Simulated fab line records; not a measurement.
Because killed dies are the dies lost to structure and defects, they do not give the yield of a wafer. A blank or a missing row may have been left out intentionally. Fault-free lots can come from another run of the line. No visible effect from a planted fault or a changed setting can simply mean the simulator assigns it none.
Which of the tools did it? | flow gf180mcu | 12 lots, 36 wafers sampled, at 6 steps of a route of 602

## WHAT THE GAUGES SHOWED, per wafer
GF_STI_THK_MEAS_04. Usual: for STI_CVD_03_THK the level is 208.1 nm and the standard deviation is 1.7.
lot  | measured    | on            | STI_CVD_03_THK (nm)                 | flag
L692 | day 1 14:49 | film metro-04 | 208.5 207.7 206.5                   |
L693 | day 1 18:34 | film metro-01 | 205.7 205.4 205.5                   |
L695 | day 2 06:43 | film metro-02 | 208.9 209.1 208.0                   |
L696 | day 2 10:13 | film metro-04 | 208.6 208.6 208.6                   |
L699 | day 3 00:34 | film metro-01 | 206.5 207.3 206.1                   |
L700 | day 3 05:34 | film metro-04 | 207.7 207.4 207.5                   |
L703 | day 3 21:47 | film metro-04 | 207.5 208.9 208.6                   |
L705 | day 4 07:35 | film metro-01 | 213.2 218.9 221.1 213.1 219.0 221.2 | OFF
L706 | day 4 11:41 | film metro-04 | 209.5 215.7 218.8 209.5 215.7 218.9 | OFF
L712 | day 5 17:34 | film metro-01 | 208.1 208.9 208.6                   |
L713 | day 5 22:34 | film metro-04 | 206.5 207.1 206.8                   |
L714 | day 6 03:34 | film metro-04 | 208.1 209.4 207.8                   |

GF_LVPWELL_OVL_MEAS_07. Usual: for LVPWELL_OVL the level is 0.1 nm and the standard deviation is 1.4.
lot  | measured    | on         | LVPWELL_OVL (nm) | flag
L692 | day 3 22:52 | overlay-01 | -1.7 -2.1 -2.4   |
L693 | day 4 04:20 | overlay-01 | -1.1 -1.7 -2.2   |
L695 | day 4 14:56 | overlay-01 | 0.1 -1.1 1.5     |
L696 | day 4 18:24 | overlay-01 | -0.5 0.3 0.9     |
L699 | day 5 11:35 | overlay-02 | -0.5 0.9 -1.4    |
L700 | day 5 17:16 | overlay-02 | 0.5 -1.2 -0.3    |
L703 | day 6 11:41 | overlay-02 | -1.1 -0.2 -0.7   |
L705 | day 6 22:52 | overlay-01 | -0.1 1.9 1.0     |
L706 | day 7 03:26 | overlay-02 | 0.0 0.3 1.5      |
L712 | day 8 11:49 | overlay-01 | 3.9 2.9 1.7      |
L713 | day 8 19:16 | overlay-02 | 2.0 2.3 1.7      |
L714 | day 9 00:21 | overlay-01 | 1.0 0.1 -0.3     |

GF_POLY_GATE_THK_MEAS_01. Usual: for POLY_GATE_CVD_00_THK the level is 205.0 nm and the standard deviation is 1.7.
lot  | measured     | on            | POLY_GATE_CVD_00_THK (nm) | flag
L692 | day 8 15:44  | film metro-04 | 205.9 205.6 206.5         |
L693 | day 8 18:59  | film metro-03 | 205.6 207.7 206.1         |
L695 | day 9 08:10  | film metro-04 | 204.7 203.8 203.8         |
L696 | day 9 14:15  | film metro-03 | 204.1 205.1 204.2         |
L699 | day 10 10:51 | film metro-04 | 204.9 203.9 203.7         |
L700 | day 10 17:40 | film metro-01 | 204.9 205.5 205.7         |
L703 | day 11 16:44 | film metro-01 | 206.3 205.8 206.1         |
L705 | day 12 06:22 | film metro-04 | 203.7 204.8 202.6         |
L706 | day 12 12:13 | film metro-01 | 207.2 207.3 206.6         |
L712 | day 14 05:55 | film metro-01 | 203.6 202.2 201.2         |
L713 | day 14 13:58 | film metro-03 | 205.8 203.9 205.7         |
L714 | day 14 20:00 | film metro-01 | 208.0 208.3 209.4         |

## WHICH TOOL RAN EACH LOT (tool, then ch and the chambers of the sampled wafers, then the start)
lot  | GF_STI_CVD_03              | GF_STI_ETCH_13                    | GF_NWELL_STRIP_10
L692 | lpcvd-02 ch 1, day 1 12:50 | rie diel-02 ch 0,1,3, day 2 02:22 | plasma asher-04 ch 0,1, day 3 09:37
L693 | lpcvd-01 ch 0, day 1 16:34 | rie diel-03 ch 0,1,2, day 2 06:22 | plasma asher-02 ch 0,1, day 3 15:08
L695 | lpcvd-01 ch 0, day 2 04:44 | rie diel-04 ch 0,2,3, day 2 19:07 | plasma asher-04 ch 0,1, day 4 01:46
L696 | lpcvd-01 ch 0, day 2 08:13 | rie diel-03 ch 0,3, day 2 22:37   | plasma asher-03 ch 0,1, day 4 05:12
L699 | lpcvd-01 ch 1, day 2 22:34 | rie diel-02 ch 0,1,3, day 3 13:41 | plasma asher-03 ch 0,1, day 4 21:53
L700 | lpcvd-01 ch 1, day 3 03:34 | rie diel-04 ch 1,2,3, day 3 18:52 | plasma asher-03 ch 0,1, day 5 02:58
L703 | lpcvd-02 ch 1, day 3 19:49 | rie diel-02 ch 0,3, day 4 11:19   | plasma asher-04 ch 0,1, day 5 20:58
L705 | lpcvd-01 ch 0, day 4 05:36 | rie diel-03 ch 1,2,3, day 4 21:04 | plasma asher-02 ch 0,1, day 6 07:13
L706 | lpcvd-01 ch 1, day 4 09:43 | rie diel-02 ch 1,2,3, day 5 01:19 | plasma asher-03 ch 0,1, day 6 11:50
L712 | lpcvd-02 ch 0, day 5 15:34 | rie diel-02 ch 1,2,3, day 6 08:16 | plasma asher-04 ch 0,1, day 7 19:49
L713 | lpcvd-02 ch 0, day 5 20:34 | rie diel-02 ch 0,1,2, day 6 13:44 | plasma asher-02 ch 0,1, day 8 02:53
L714 | lpcvd-02 ch 1, day 6 01:34 | rie diel-04 ch 0,1,2, day 6 18:49 | plasma asher-04 ch 0,1, day 8 08:08
- GF_STI_CVD_03: deposits Si3N4 from DCS/NH3, target thk 207.16 nm, time 3551 s.
- GF_STI_ETCH_13: etches the open film in CHF3/O2, stops on Si, target depth 282.31 nm, time 112.9 s.
- GF_NWELL_STRIP_10: strips in O2/N2.

## WHAT THE TOOLS THEMSELVES READ (means of the sampled wafers that have a number; where no wafer has one, the mark that the record gives instead)
GF_STI_CVD_03. Usual: spike tc centre C 770.1 C, standard deviation 1.5; zone power centre pct 13.3 %, standard deviation 1; zone power lower pct 12.6 %, standard deviation 0.36.
lot  | tool     | spike tc centre C (C) | zone power centre pct (%) | zone power lower pct (%) | flag
L692 | lpcvd-02 | 771.3                 | 13.2                      | 13.0                     |
L693 | lpcvd-01 | 769.6                 | 12.5                      | 12.7                     |
L695 | lpcvd-01 | 768.7                 | 12.6                      | 12.7                     |
L696 | lpcvd-01 | 769.4                 | 12.4                      | 12.7                     |
L699 | lpcvd-01 | 769.4                 | 15.3                      | 12.0                     |
L700 | lpcvd-01 | 767.8                 | 15.1                      | 12.1                     |
L703 | lpcvd-02 | 770.9                 | 13.2                      | 13.0                     |
L705 | lpcvd-01 | 786.2                 | 16.7                      | 10.6                     | OFF
L706 | lpcvd-01 | 785.4                 | 20.1                      | 10.0                     | OFF
L712 | lpcvd-02 | 771.7                 | 12.8                      | 12.8                     |
L713 | lpcvd-02 | 771.0                 | 12.8                      | 12.9                     |
L714 | lpcvd-02 | 770.4                 | 13.2                      | 12.8                     |

GF_STI_ETCH_13. Usual: chf3 flow sccm 50.01 sccm, standard deviation 0.16; drypump motor current A 5.5 A, standard deviation 0.43; oes product au 0.835 a.u., standard deviation 0.0054; throttle valve pct 8.811 %, standard deviation 0.0096.
lot  | tool        | chf3 flow sccm (sccm) | drypump motor current A (A) | oes product au (a.u.) | throttle valve pct (%) | flag
L692 | rie diel-02 | 50.10                 | 5.4                         | 0.836                 | 8.808                  |
L693 | rie diel-03 | 49.95                 | 5.1                         | 0.826                 | 8.810                  |
L695 | rie diel-04 | 50.11                 | 6.0                         | 0.832                 | 8.810                  |
L696 | rie diel-03 | 50.18                 | 5.8                         | 0.834                 | 8.808                  |
L699 | rie diel-02 | 49.99                 | 5.4                         | 0.836                 | 8.806                  |
L700 | rie diel-04 | 49.95                 | 5.7                         | 0.837                 | 8.821                  |
L703 | rie diel-02 | 49.86                 | 5.4                         | 0.837                 | 8.816                  |
L705 | rie diel-03 | 49.93                 | 5.4                         | 0.856                 | 8.815                  | OFF
L706 | rie diel-02 | 50.15                 | 5.6                         | 0.847                 | 8.819                  |
L712 | rie diel-02 | 50.10                 | 5.6                         | 0.837                 | 8.801                  |
L713 | rie diel-02 | 50.04                 | 5.4                         | 0.836                 | 8.810                  |
L714 | rie diel-04 | 49.98                 | 5.8                         | 0.837                 | 8.811                  |

GF_NWELL_STRIP_10. Usual: drypump motor current A 5.9 A, standard deviation 0.58; heater power w 351 W, standard deviation 33; oes product au 0.722 a.u., standard deviation 0.0048; strip time to endpoint s 36.64 s, standard deviation 0.095.
lot  | tool            | drypump motor current A (A) | heater power w (W) | oes product au (a.u.) | strip time to endpoint s (s) | flag
L692 | plasma asher-04 | 6.1                         | 378                | 0.721                 | 36.86                        |
L693 | plasma asher-02 | 5.8                         | 329                | 0.722                 | 36.72                        |
L695 | plasma asher-04 | 6.1                         | 362                | 0.723                 | 36.51                        |
L696 | plasma asher-03 | 4.8                         | 335                | 0.727                 | 36.66                        |
L699 | plasma asher-03 | 5.0                         | 314                | 0.719                 | 36.72                        |
L700 | plasma asher-03 | 4.8                         | 337                | 0.721                 | 36.74                        |
L703 | plasma asher-04 | 6.1                         | 376                | 0.724                 | 36.52                        |
L705 | plasma asher-02 | 6.3                         | 337                | 0.718                 | 36.62                        |
L706 | plasma asher-03 | 5.0                         | 308                | 0.723                 | 36.65                        |
L712 | plasma asher-04 | 6.1                         | 375                | 0.719                 | 36.52                        |
L713 | plasma asher-02 | 6.3                         | 333                | 0.724                 | 36.58                        |
L714 | plasma asher-04 | 6.1                         | 357                | 0.719                 | 36.42                        |

## THE ANSWER, worked out from the rows above alone
Rule: a lot is off if the mean of its wafers that have a number lies more than 3 standard deviations from the usual mean. A lot without any number at a reading at which 4 lots or more have one is off too. Any other lot the step has rows for is counted as sound. The gauges are gone through in route order, then the tools' own readings, and for those a lot's mean is taken as printed above. The first step at which some lot is off is used, and at that step the reading that is off furthest; a lot without a number counts as furthest.
Off: L705, L706, at GF_STI_THK_MEAS_04 (STI_CVD_03_THK).
A tool fits if, at a process step before that reading, it ran every lot that is off, and no sound lot after the first of them. The gauges at GF_STI_THK_MEAS_04 aren't tried: what is off there is off at GF_STI_CVD_03 too, on other tools, and a gauge's error can't cause that. One fits: lpcvd-01 at GF_STI_CVD_03. A fault onset in the window from L700 (day 3 03:34, its last sound lot) to L705 (day 4 05:36, its first lot off) fits.
The tool's own readings at GF_STI_CVD_03 bear it out: on the lots that are off they differ by more than 5 times the standard deviation of the sound lots' means. spike tc centre C reads 785.8 C there against 770.0 C on the sound lots; zone power centre pct reads 18.4 % there against 13.3 % on the sound lots; zone power lower pct reads 10.3 % there against 12.7 % on the sound lots.

## WHAT HAD BEEN PUT IN BY THE SIMULATOR
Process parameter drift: lpcvd-01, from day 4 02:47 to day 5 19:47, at GF_STI_CVD_03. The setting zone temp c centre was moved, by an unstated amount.
Lots struck among those shown: L705, L706. This agrees with what the rule above found.
